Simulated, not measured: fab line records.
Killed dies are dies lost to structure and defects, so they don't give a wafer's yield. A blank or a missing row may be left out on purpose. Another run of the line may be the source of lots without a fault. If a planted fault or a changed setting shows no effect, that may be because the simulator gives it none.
Chamber matching -- flow gf180mcu -- 4 sister chambers for GF_POLY_GATE_ETCH_13 on rie-si-01
The step etches poly-Si in HBr/Cl2, stops on SiO2, target depth 198.5 nm, time 69.6 s. 16 wafers are shown with their chamber, then 8 later ones without.

WAFERS PAIRED WITH THEIR CHAMBERS
wafer,chamber,drypump-motor-current-A (A),oes-product-au (a.u.),throttle-valve-pct (%)
L872.2,2,5.4,1.007,33.676
L872.3,3,5.5,0.988,33.683
L872.4,1,5.7,0.996,33.679
L873.2,0,5.2,0.985,33.671
L873.3,3,5.6,0.984,33.688
L873.5,1,5.7,0.980,33.677
L875.3,0,5.1,0.981,33.677
L875.5,1,5.8,1.005,33.703
L875.6,0,5.2,0.982,33.689
L876.3,0,5.1,0.984,33.684
L876.4,3,5.5,0.980,33.668
L876.5,0,5.1,0.986,33.709
L883.2,0,5.2,0.986,33.686
L883.3,1,5.8,0.987,33.676
L883.5,2,5.4,0.985,33.686
L884.1,3,5.5,0.988,33.679

SIGNATURES (averages over the wafers above)
reading,chamber 0,chamber 1,chamber 2,chamber 3,scatter within a chamber
drypump-motor-current-A,5.150,5.750,5.400,5.525,0.052
oes-product-au,0.98400,0.99200,0.99600,0.98500,0.00743
throttle-valve-pct,33.68600,33.68375,33.68100,33.67950,0.0116
Rule: for each reading, subtract the chamber's mean from the wafer's reading, divide by that reading's scatter and square the result; add these up over the readings and take the root, which gives the wafer's distance from the chamber. If the next closest chamber is less than 2 further off than the closest, the wafer can't be placed; otherwise it belongs to the closest. The scatter: take each reading less its chamber's mean, square it, sum over the shown wafers, divide by the number of wafers less the number of chambers, and take the root.

WAFERS WITH NO CHAMBER GIVEN
wafer,drypump-motor-current-A (A),oes-product-au (a.u.),throttle-valve-pct (%)
L884.3,5.4,0.988,33.689
L884.6,5.7,0.984,33.672
L890.2,5.2,0.981,33.686
L890.5,5.4,0.973,33.688
L890.6,5.8,0.991,33.693
L892.1,5.4,0.973,33.687
L892.2,5.8,0.995,33.676
L892.6,5.5,0.983,33.690

EACH ONE'S CHAMBER
wafer,from the rows above,in truth
L884.3,can't be placed: 2 or 3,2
L884.6,can't be placed: 1 or 3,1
L890.2,0,0
L890.5,can't be placed: 3 or 2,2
L890.6,1,1
L892.1,can't be placed: 3 or 2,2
L892.2,1,1
L892.6,can't be placed: 3 or 2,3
3 of 8 placed correctly. Cannot be placed on the basis of these rows: 5; the candidates contain the true chamber in 5. Number placed wrongly: 0.
